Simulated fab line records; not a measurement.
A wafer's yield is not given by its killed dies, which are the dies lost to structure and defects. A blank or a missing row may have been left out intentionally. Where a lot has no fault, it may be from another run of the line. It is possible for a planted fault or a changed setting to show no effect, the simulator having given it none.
Matching of chambers ; flow gf180mcu ; GF_V1_CMP_04 on cmp-01: 4 sister chambers
The step polishes SiO2. 8 wafers are shown with their chamber, then 7 later ones without.

## WAFERS WITH THEIR CHAMBER
wafer;chamber;motor current A (A);time to endpoint s (s)
L443.6;2;11.9;79
L444.4;2;11.9;83
L444.5;0;12.2;87
L445.1;1;11.2;79
L445.3;0;12.0;83
L445.6;3;10.5;86
L446.2;1;12.0;76
L446.3;3;10.6;80

## WAFERS WITHOUT THEIR CHAMBER
wafer;motor current A (A);time to endpoint s (s)
L446.5;11.5;81
L450.2;10.8;83
L450.3;11.5;75
L450.5;10.2;87
L452.1;11.7;75
L452.4;11.0;88
L452.6;11.7;83

## CHAMBER TAKEN BY EACH
wafer;from the rows above;in truth
L446.5;can't be placed: 1 or 2 or 0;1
L450.2;3;3
L450.3;can't be placed: 1 or 2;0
L450.5;3;3
L452.1;can't be placed: 1 or 2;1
L452.4;can't be placed: 3 or 2 or 0 or 1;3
L452.6;can't be placed: 2 or 0 or 1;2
2 of 7 placed correctly. Can't be placed from these rows: 5 (the true chamber is among the candidates in 4). 0 placed wrongly.
How it was worked out, from the rows above alone: a wafer's distance from a chamber is the root of the sum, over the readings, of the square of ((its reading less the chamber's mean) divided by the reading's scatter). If the next closest chamber is less than 2 further off than the closest, the wafer can't be placed; otherwise it belongs to the closest. The mean given for a chamber averages the wafers shown for that chamber. The scatter: take each reading less its chamber's mean, square it, sum over the shown wafers, divide by the number of wafers less the number of chambers, and take the root.
